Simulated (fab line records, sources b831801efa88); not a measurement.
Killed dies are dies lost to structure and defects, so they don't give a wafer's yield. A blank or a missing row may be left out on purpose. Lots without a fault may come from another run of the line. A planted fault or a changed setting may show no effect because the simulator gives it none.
A struck lot beside a sound one | flow sky130 | 15 steps out of a route of 708
Sound: wafers L771.1, L771.2, L771.5. Struck: wafers L785.1, L785.2, L785.4. The cause comes at the end.
At each step with rows: each side's tool, then ch and its chambers, then its first start. Under that, the readings that differ: sound wafers | struck wafers | difference of the means | sigmas: that difference in standard deviations of wafers without a fault.
alike: readings whose means differ by less than 2 such deviations, and words and numbers that are the same on both sides. not compared: withheld readings, readings that some wafer has no value for, bounds like >300 that may hide the same value, and numbers for which the record gives no deviation and whose values overlap.
The two part at a step that has a row with sigmas, a row that says differs or no value, or rows on one side only. Numbers that don't overlap but have no deviation are shown without sigmas and don't part them. A reading that every wafer of one side lacks parts them only if that side has two wafers or more.

SKY_NWELL_TW_MEAS_26:
  sound on film_metro-04, day 5 14:23; struck on film_metro-02, day 9 01:30
  alike: NWELL_2_TW
then, 1 step without rows for these wafers: SKY_NWELL_CLEAN_27 (cleans in SC1/SC2, time 150 s).
SKY_NWELL_RTA_28: time 30 s.
  sound on rtp_anneal-01 ch 0, day 5 14:30; struck on rtp_anneal-01 ch 0, day 9 01:37
  alike: lamp_power_pct, wafer_temp_C_max
SKY_NWELL_RS_MEAS_29: measures by four-point-probe.
  sound on film_metro-02, day 5 14:36; struck on film_metro-01, day 9 01:43
  alike: NWELL_RS
SKY_NWELL_RS_MEAS_31: measures by four-point-probe.
  sound on film_metro-02, day 5 14:50; struck on film_metro-01, day 9 01:57
  reading          | sound          | struck         | difference | sigmas
  PWDE_RS (ohm/sq) | 5278 5324 5309 | 5274 5277 5245 | -38        | -2
then, 6 steps without rows for these wafers: SKY_VT_ADJUST_HVTP_DEHYDRATE_00 (time 60 s); SKY_VT_ADJUST_HVTP_HMDS_01 (prime time 60 s); SKY_VT_ADJUST_HVTP_COAT_02 (resist thk 1140 nm); SKY_VT_ADJUST_HVTP_SOFTBAKE_03 (time 60 s); SKY_VT_ADJUST_HVTP_EXPOSE_04 (exposes mask HVTPM, target cd 380 nm); SKY_VT_ADJUST_HVTP_PEB_05.
SKY_VT_ADJUST_HVTP_DEVELOP_06: develop time 60 s.
  sound on litho_track-02 ch 0, day 6 09:27; struck on litho_track-04 ch 0, day 9 23:31
SKY_VT_ADJUST_HVTP_CD_MEAS_07: target cd 380 nm.
  sound on cd_sem-02, day 6 09:36; struck on cd_sem-01, day 9 23:40
  reading    | sound             | struck            | difference | sigmas
  cd_nm (nm) | 379.8 379.9 383.1 | 387.3 386.2 389.5 | +6.7       | +3
SKY_VT_ADJUST_HVTP_OVL_MEAS_08:
  sound on overlay-02, day 6 09:43; struck on overlay-01, day 9 23:47
  alike: VT_ADJUST_HVTP_OVL
-- the record jumps here: 39 days lie between the struck wafers' starts before and after (it left off in module VT_ADJUST_HVTP and takes up again in module PAD_OPEN, whose first step shown is number 708 of the route) --
SKY_PAD_OPEN_PROBE_99:
  sound on prober-01, day 46 01:56; struck on prober-02, day 49 07:34
  reading     | sound      | struck   | difference | sigmas
  killed_dies | 106 102 93 | 69 82 88 | -21        | -2
  alike: killed_at_M0_to_M3, killed_at_M4_up, killed_at_contacts, killed_at_front_end, killed_at_other, killed_open, killed_short

WHERE THEY PART
First at SKY_NWELL_RS_MEAS_31; last, within this record, at SKY_PAD_OPEN_PROBE_99.

WHY: what the simulator had put in
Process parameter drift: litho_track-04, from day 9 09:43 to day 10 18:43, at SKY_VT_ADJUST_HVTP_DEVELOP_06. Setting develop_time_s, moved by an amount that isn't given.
